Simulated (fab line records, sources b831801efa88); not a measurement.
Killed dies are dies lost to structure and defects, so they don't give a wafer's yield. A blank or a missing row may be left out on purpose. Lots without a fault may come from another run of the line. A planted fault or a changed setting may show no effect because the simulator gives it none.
A struck lot beside a sound one | flow gf180mcu | 29 steps out of a route of 602
Sound: wafers L995.1, L995.2, L995.6. Struck: wafer L100.6. (L100.4, L100.5 of the same lot were not struck and are left out.) The cause comes at the end.
At each step with rows: each side's tool, then ch and its chambers, then its first start. Under that, the readings that differ: sound wafers | struck wafers | difference of the means | sigmas: that difference in standard deviations of wafers without a fault.
alike: readings whose means differ by less than 2 such deviations, and words and numbers that are the same on both sides. not compared: withheld readings, readings that some wafer has no value for, bounds like >300 that may hide the same value, and numbers for which the record gives no deviation and whose values overlap.
The two part at a step that has a row with sigmas, a row that says differs or no value, or rows on one side only. Numbers that don't overlap but have no deviation are shown without sigmas and don't part them. A reading that every wafer of one side lacks parts them only if that side has two wafers or more.

GF_V5_ETCH_17: etches SiO2 in C4F8/O2/Ar, stops on TiN, target depth 855 nm.
  sound on rie_diel-03 ch 0,2; struck on rie_diel-02 ch 3
  alike: oes_product_au
then, 4 steps without rows for these wafers: GF_V5_STRIP_18 (strips in O2/N2); GF_V5_STRIP_19 (strips in post etch residue remover, time 1200 s); GF_V5_CLEAN_20 (cleans in DIW); GF_V5_SPUTTER_21 (material Ti, target thk 15 nm, time 80.02 s).
GF_V5_SPUTTER_22: material TiN, target thk 10 nm, time 40 s.
  sound on pvd_sputter-01, day 29 15:55; struck on pvd_sputter-03, day 30 18:58
  alike: throttle_valve_pct
then, 1 step without rows for these wafers: GF_V5_CVD_23 (deposits W, target thk 350 nm, time 104.9 s).
GF_V5_RS_MEAS_24: measures by four-point-probe.
  sound on film_metro-01, day 29 16:04; struck on film_metro-04, day 30 19:10
  reading          | sound                | struck | difference | sigmas
  V5_W_RS (ohm/sq) | 0.3290 0.3262 0.3261 | 0.3331 | +0.0060    | +2
GF_V5_THK_MEAS_25: measures by xrf.
  sound on film_metro-01, day 29 16:11; struck on film_metro-04, day 30 19:15
  reading       | sound       | struck | difference | sigmas
  V5_W_THK (nm) | 350 350 352 | 341    | -10        | -2
then, 2 steps without rows for these wafers: GF_V5_CMP_26 (polishes, stops on SiO2, t overpolish 15 s, target thk 0 nm); GF_TOP_METAL_SPUTTER_00 (material Ti, target thk 37.5 nm, time 150 s).
GF_TOP_METAL_SPUTTER_01: material TiN, target thk 30 nm, time 25 s.
  sound on pvd_sputter-03, day 29 16:39; struck on pvd_sputter-02, day 30 19:41
  alike: throttle_valve_pct
GF_TOP_METAL_SPUTTER_02: material AlCu, target thk 900 nm, time 47.82 s.
  sound on pvd_sputter-03, day 29 16:41; struck on pvd_sputter-02, day 30 19:43
  reading                                        | sound             | struck | difference | sigmas
  model.AlCu_of_TOP_METAL_SPUTTER_02.thk_nm (nm) | 900.1 909.5 906.1 | 496.6  | -408.6     |
  alike: throttle_valve_pct
then, 1 step without rows for these wafers: GF_TOP_METAL_SPUTTER_03 (material Ti, target thk 5 nm, time 3.3 s).
GF_TOP_METAL_SPUTTER_04: material TiN, target thk 25 nm, time 20.34 s.
  sound on pvd_sputter-03, day 29 16:45; struck on pvd_sputter-02, day 30 19:46
  alike: throttle_valve_pct
GF_TOP_METAL_RS_MEAS_05: measures by four-point-probe.
  sound on film_metro-01, day 29 16:47; struck on film_metro-03, day 30 19:52
  reading                    | sound                | struck | difference | sigmas
  TOP_METAL_ALCU_RS (ohm/sq) | 0.0328 0.0324 0.0325 | 0.0597 | +0.0271    | +82
GF_TOP_METAL_THK_MEAS_06: measures by xrf.
  sound on film_metro-01, day 29 16:54; struck on film_metro-03, day 30 19:57
  reading                 | sound       | struck | difference | sigmas
  TOP_METAL_ALCU_THK (nm) | 893 905 898 | 488    | -411       | -34
then, 7 steps without rows for these wafers: GF_TOP_METAL_DEHYDRATE_07 (time 60 s); GF_TOP_METAL_HMDS_08 (prime time 60 s); GF_TOP_METAL_COAT_09 (resist thk 1500 nm); GF_TOP_METAL_SOFTBAKE_10 (time 60 s); GF_TOP_METAL_EXPOSE_11 (exposes mask MetalTop, target cd 440 nm); GF_TOP_METAL_PEB_12; GF_TOP_METAL_DEVELOP_13 (develop time 60 s).
GF_TOP_METAL_CD_MEAS_14: target cd 440 nm.
  sound on cd_sem-01, day 30 11:13; struck on cd_sem-01, day 31 12:50
  alike: cd_nm
GF_TOP_METAL_OVL_MEAS_15:
  sound on overlay-01, day 30 11:20; struck on overlay-01, day 31 12:55
  alike: TOP_METAL_OVL
GF_TOP_METAL_METAL_ETCH_16: etches the open film in Cl2/BCl3, stops on SiO2, target depth 1077.5 nm, time 179.6 s.
  sound on rie_metal-02 ch 0,1, day 30 11:22; struck on rie_metal-01 ch 1, day 31 12:59
  reading                | sound                | struck | difference | sigmas
  oes_product_au (a.u.)  | 0.966 0.971 0.971    | 0.734  | -0.235     | -39
  throttle_valve_pct (%) | 28.241 28.249 28.254 | 28.514 | +0.266     | +24
  alike: drypump_motor_current_A
  not compared: rf_hours_counter_h
GF_TOP_METAL_STRIP_17: strips in O2/N2.
  sound on plasma_asher-03 ch 0,1, day 30 11:32; struck on plasma_asher-02 ch 0, day 31 13:08
  reading                     | sound             | struck | difference | sigmas
  drypump_motor_current_A (A) | 4.9 4.9 4.9       | 6.3    | +1.4       | +2
  heater_power_w (W)          | 303 309 305       | 376    | +70        | +3
  n2_flow_sccm (sccm)         | 301.0 301.7 301.2 | 297.9  | -3.4       | -3
  alike: oes_product_au, strip_time_to_endpoint_s
  not compared: rf_hours_counter_h
GF_PASSIVATION_PROBE_99:
  the record has rows for the struck wafers here (prober-02, day 32 09:24) and none for the sound ones

WHERE THEY PART
First at GF_V5_RS_MEAS_24; last, within this record, at GF_PASSIVATION_PROBE_99.

WHY: what the simulator had put in
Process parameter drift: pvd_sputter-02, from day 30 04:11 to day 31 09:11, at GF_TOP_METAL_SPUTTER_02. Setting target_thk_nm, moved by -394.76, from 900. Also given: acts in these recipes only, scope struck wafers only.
